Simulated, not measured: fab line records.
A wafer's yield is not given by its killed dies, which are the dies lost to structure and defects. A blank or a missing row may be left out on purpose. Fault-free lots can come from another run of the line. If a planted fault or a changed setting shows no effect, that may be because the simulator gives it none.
Comparing a struck lot with a sound one :: flow sky130 :: 16 out of 708 route steps
Sound: wafers L219.1, L219.4, L219.5. Struck: wafer L227.3 (left out: L227.2, L227.4 of the same lot, which were not struck); the cause appears at the end.
At each step with rows: each side's tool, then ch and its chambers, then its first start. Under that, the readings that differ: sound wafers :: struck wafers :: difference of the means :: sigmas: that difference in standard deviations of wafers without a fault.
alike: words and numbers the same on both sides, and readings whose means are apart by under 2 such deviations; not compared: readings that were withheld, readings missing a value for some wafer, numbers with overlapping values and no deviation given by the record, and bounds like >300 which may hide the same value.
The two part at a step that has a row with sigmas, a row that says differs or no value, or rows on one side only. Non-overlapping numbers with no deviation appear without sigmas and do not part them. A reading that every wafer of one side lacks parts them only if that side has two wafers or more.

first, 3 steps without rows for these wafers: SKY_METAL2_EXPOSE_12 (exposes mask MM2, target cd 140 nm); SKY_METAL2_PEB_13; SKY_METAL2_DEVELOP_14 (develop time 60 s).
SKY_METAL2_CD_MEAS_15 targets a cd of 140 nm.
  struck on cd-sem-02, day 38 13:01; sound on cd-sem-02, day 35 23:23
  alike: cd-nm
SKY_METAL2_OVL_MEAS_16:
  struck on overlay-02, day 38 13:07; sound on overlay-02, day 35 23:31
reading: METAL2_OVL (nm)
sound: -5 -6 -10
struck: 5
difference: +12
sigmas: +2
SKY_METAL2_DESCUM_17: chemistry O2, time 8 s.
  sound on rie-metal-02 ch 0,1, day 35 23:32; struck on rie-metal-04 ch 1, day 38 13:08
reading: he-backside-leak-sccm (sccm)
sound: 3.11 4.69 3.15
struck: 2.97
difference: -0.68
sigmas: -3

reading: oes-product-au (a.u.)
sound: 0.968 0.996 1.002
struck: 1.021
difference: +0.032
sigmas: +2
  alike: chamber-pressure-mTorr, drypump-motor-current-A
  not compared: rf-hours-counter-h
SKY_METAL2_ETCH_18: etches BARC in N2/H2, stops on SiO2, time 45.9 s, target depth 60 nm.
  sound on rie-metal-02 ch 0,1, day 35 23:34; struck on rie-metal-04 ch 1, day 38 13:10
reading: chamber-pressure-mTorr (mTorr)
sound: 30.009 29.980 29.989
struck: 30.052
difference: +0.059
sigmas: +2
  alike: drypump-motor-current-A, he-backside-leak-sccm, oes-product-au, throttle-valve-pct
  not compared: rf-hours-counter-h
SKY_METAL2_METAL_ETCH_19: etches the open film in Cl2/BCl3, stops on SiO2, target depth 360 nm, time 78 s.
  sound on rie-metal-02 ch 0,1, day 35 23:38; struck on rie-metal-04 ch 1, day 38 13:14
  alike: chamber-pressure-mTorr, drypump-motor-current-A, he-backside-leak-sccm, oes-product-au, throttle-valve-pct
  not compared: rf-hours-counter-h
SKY_METAL2_STRIP_20: strips in O2/N2.
  sound on plasma-asher-01 ch 1, day 35 23:44; struck on plasma-asher-02 ch 1, day 38 13:20
  alike: chamber-pressure-mTorr, drypump-motor-current-A, oes-product-au, strip-time-to-endpoint-s
  not compared: rf-hours-counter-h
then, 3 steps without rows for these wafers: SKY_METAL2_STRIP_21 (strips in post etch residue remover, time 1200 s); SKY_METAL2_CLEAN_22 (cleans in IPA, time 180 s); SKY_METAL2_CLEAN_23 (cleans in O3/DIW).
SKY_VIA2_HDPCVD_00: deposits SiO2, target thk 1180 nm, time 196.7 s.
  sound on hdpcvd-01 ch 0,1, day 36 00:20; struck on hdpcvd-02 ch 0, day 38 13:55
reading: model.SiO2_of_VIA2_HDPCVD_00.thk-nm (nm)
sound: 1189 1203 1194
struck: 838.4
difference: -356.9
sigmas: 
SKY_VIA2_THK_MEAS_01:
  struck on film-metro-02, day 38 14:03; sound on film-metro-04, day 36 00:27
reading: VIA2_HDPCVD_THK (nm)
sound: 1189 1203 1195
struck: 838
difference: -358
sigmas: -30
SKY_VIA2_CMP_02: polishes SiO2.
  sound on cmp-01 ch 1,2,3, day 36 00:31; struck on cmp-01 ch 3, day 38 14:12
  alike: motor-current-A
then, 1 step without rows for these wafers: SKY_PAD_OPEN_PROBE_99.

## WHERE THEY PART
First at SKY_METAL2_OVL_MEAS_16; last, within this record, at SKY_VIA2_THK_MEAS_01. Later steps at which nothing parts them and some readings are alike: SKY_VIA2_CMP_02.

WHY: the cause the simulator had injected
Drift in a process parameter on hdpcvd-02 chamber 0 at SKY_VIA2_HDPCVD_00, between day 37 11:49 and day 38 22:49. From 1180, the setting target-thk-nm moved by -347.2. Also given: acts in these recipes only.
